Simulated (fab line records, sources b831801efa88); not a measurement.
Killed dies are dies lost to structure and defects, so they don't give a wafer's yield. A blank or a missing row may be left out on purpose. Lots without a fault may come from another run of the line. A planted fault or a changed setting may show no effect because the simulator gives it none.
A struck lot beside a sound one | flow sky130 | 17 steps out of a route of 708
Sound: wafers L298.1, L298.2, L298.6. Struck: wafers L312.2, L312.3, L312.4. The cause comes at the end.
At each step with rows: each side's tool, then ch and its chambers, then its first start. Under that, the readings that differ: sound wafers | struck wafers | difference of the means | sigmas: that difference in standard deviations of wafers without a fault.
alike: readings whose means differ by less than 2 such deviations, and words and numbers that are the same on both sides. not compared: withheld readings, readings that some wafer has no value for, bounds like >300 that may hide the same value, and numbers for which the record gives no deviation and whose values overlap.
The two part at a step that has a row with sigmas, a row that says differs or no value, or rows on one side only. Numbers that don't overlap but have no deviation are shown without sigmas and don't part them. A reading that every wafer of one side lacks parts them only if that side has two wafers or more.

first, 3 steps without rows for these wafers: SKY_LI_CONTACT_EXPOSE_09 (exposes mask LICM1, target cd 170 nm); SKY_LI_CONTACT_PEB_10; SKY_LI_CONTACT_DEVELOP_11 (develop time 60 s).
SKY_LI_CONTACT_CD_MEAS_12: target cd 170 nm.
  sound on cd_sem-02, day 28 21:43; struck on cd_sem-01, day 34 05:36
  alike: cd_nm
SKY_LI_CONTACT_OVL_MEAS_13:
  sound on overlay-02, day 28 21:50; struck on overlay-02, day 34 05:43
  alike: LI_CONTACT_OVL
SKY_LI_CONTACT_ETCH_14: etches BARC in N2/H2, stops on SiO2, time 45.9 s, target depth 60 nm.
  sound on rie_diel-03 ch 0,1, day 28 21:53; struck on rie_diel-01 ch 0,1,2, day 34 05:44
  reading                     | sound       | struck      | difference | sigmas
  drypump_motor_current_A (A) | 6.7 6.8 6.8 | 5.8 5.7 5.2 | -1.2       | -2
  alike: oes_product_au, throttle_valve_pct
  not compared: rf_hours_counter_h
SKY_LI_CONTACT_ETCH_15: etches PSG in C4F8/O2/Ar, stops on Si, target depth 600 nm.
  sound on rie_diel-03 ch 0,1, day 28 21:55; struck on rie_diel-01 ch 0,1,2, day 34 05:47
  alike: oes_product_au
SKY_LI_CONTACT_STRIP_16: strips in O2/N2.
  sound on plasma_asher-04 ch 0,1, day 28 22:01; struck on plasma_asher-04 ch 0,1, day 34 05:52
  alike: drypump_motor_current_A, oes_product_au, strip_time_to_endpoint_s
  not compared: rf_hours_counter_h
then, 2 steps without rows for these wafers: SKY_LI_CONTACT_CLEAN_17 (cleans in NMP, time 600 s); SKY_LI_CONTACT_PRE_CLEAN_18 (time 5.6 s).
SKY_LI_CONTACT_SPUTTER_19: material Ti, target thk 20 nm, time 106.37 s.
  sound on pvd_sputter-02, day 28 22:18; struck on pvd_sputter-04, day 34 06:10
  alike: substrate_temp_c, throttle_valve_pct
SKY_LI_CONTACT_SPUTTER_20: material TiN, target thk 20 nm, time 80 s.
  sound on pvd_sputter-02, day 28 22:23; struck on pvd_sputter-04, day 34 06:14
  alike: throttle_valve_pct
SKY_LI_CONTACT_CVD_21: deposits W, target thk 400 nm, time 120.56 s.
  sound on cvd_w-01 ch 0,1, day 28 22:26; struck on cvd_w-01 ch 0,1, day 34 06:18
  no value came back on the struck wafers for chamber_pressure_Torr (Torr), heater_power_outer_w (W), heater_power_w (W); on the sound wafers chamber_pressure_Torr (Torr) reads 39.93 39.94 40.02
SKY_LI_CONTACT_RS_MEAS_22: measures by four-point-probe.
  sound on film_metro-02, day 28 22:34; struck on film_metro-03, day 34 06:26
  reading                  | sound                | struck               | difference | sigmas
  LI_CONTACT_W_RS (ohm/sq) | 0.2804 0.2835 0.2840 | 24.600 24.649 24.861 | +24.421    | +99 or more
SKY_LI_CONTACT_THK_MEAS_23: measures by xrf.
  sound on film_metro-02, day 28 22:41; struck on film_metro-03, day 34 06:33
  not compared: LI_CONTACT_W_THK
SKY_LI_CONTACT_CMP_24: polishes, stops on PSG, t overpolish 20 s, target thk 0 nm.
  sound on cmp-01 ch 0,2,3, day 28 22:44; struck on cmp-02 ch 0,1,3, day 34 06:39
  reading                | sound      | struck  | difference | sigmas
  time_to_endpoint_s (s) | 99 101 102 | 10 11 9 | -91        | -23
  alike: motor_current_A, slurry_filter_dp_kPa
-- the record jumps here: 15 days lie between the struck wafers' starts before and after (it left off in module LI_CONTACT and takes up again in module PAD_OPEN, whose first step shown is number 708 of the route) --
SKY_PAD_OPEN_PROBE_99:
  the record has rows for the struck wafers here (prober-02, day 49 04:37) and none for the sound ones

WHERE THEY PART
First at SKY_LI_CONTACT_ETCH_14; last, within this record, at SKY_PAD_OPEN_PROBE_99.

WHY: what the simulator had put in
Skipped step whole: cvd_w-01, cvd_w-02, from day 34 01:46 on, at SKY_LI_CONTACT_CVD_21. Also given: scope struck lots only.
